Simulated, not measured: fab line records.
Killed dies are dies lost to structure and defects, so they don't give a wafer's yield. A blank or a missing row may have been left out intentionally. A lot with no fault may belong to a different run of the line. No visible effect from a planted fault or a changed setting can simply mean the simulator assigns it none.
What tool caused it? :: flow sky130 :: 7 lots with 20 wafers sampled at 2 steps, on a route of 708 steps

== WHAT EACH GAUGE READ, for each wafer ==
SKY_VT_ADJUST_LVTN_TW_MEAS_10.
lot: L915
measured: day 6 23:02
on: film-metro-01
VT_ADJUST_LVTN_TW: 236.5 235.0 234.8

lot: L917
measured: day 7 13:50
on: film-metro-01
VT_ADJUST_LVTN_TW: 238.0 237.4 236.7

lot: L919
measured: day 8 01:26
on: film-metro-01
VT_ADJUST_LVTN_TW: 237.8 236.9 236.8

lot: L924
measured: day 9 23:14
on: film-metro-02
VT_ADJUST_LVTN_TW: 240.9 240.7 240.4

lot: L926
measured: day 10 07:37
on: film-metro-02
VT_ADJUST_LVTN_TW: 240.4 241.5

lot: L930
measured: day 11 08:39
on: film-metro-02
VT_ADJUST_LVTN_TW: 243.2 241.0 243.5

lot: L932
measured: day 11 23:13
on: film-metro-02
VT_ADJUST_LVTN_TW: 240.1 241.6 242.4

== WHAT TOOL EACH LOT RAN ON (gives the tool, then ch and the chambers of the sampled wafers, and finally the start) ==
lot: L915
SKY_DNWELL_IMPLANT_07: implanter-04 ch 0, day 3 08:55

lot: L917
SKY_DNWELL_IMPLANT_07: implanter-04 ch 0, day 3 20:45

lot: L919
SKY_DNWELL_IMPLANT_07: implanter-02 ch 0, day 4 06:19

lot: L924
SKY_DNWELL_IMPLANT_07: implanter-04 ch 0, day 5 18:31

lot: L926
SKY_DNWELL_IMPLANT_07: implanter-03 ch 0, day 6 01:28

lot: L930
SKY_DNWELL_IMPLANT_07: implanter-04 ch 0, day 6 22:09

lot: L932
SKY_DNWELL_IMPLANT_07: implanter-02 ch 0, day 7 10:34
- SKY_DNWELL_IMPLANT_07

== THE ANSWER, worked out from the rows above alone ==
Rule: usual is defined by the lots themselves. The widest of any qualifying gaps counts: lots, ordered by their means at a reading, are off when they make up no more than a third of the lots, leave a main group of 4 or more, and stand apart from it by 3 or more times the standard deviation of that group's means. Not used: any main group whose means are identical at the precision the tables above print for the reading. Also off: a lot with no number at a reading for which 4 or more lots have one. Any other lot the step has rows for is counted as sound.
No lot is off on any of the readings shown, so nothing can be concluded from this.

== WHAT THE SIMULATOR HAD INSERTED ==
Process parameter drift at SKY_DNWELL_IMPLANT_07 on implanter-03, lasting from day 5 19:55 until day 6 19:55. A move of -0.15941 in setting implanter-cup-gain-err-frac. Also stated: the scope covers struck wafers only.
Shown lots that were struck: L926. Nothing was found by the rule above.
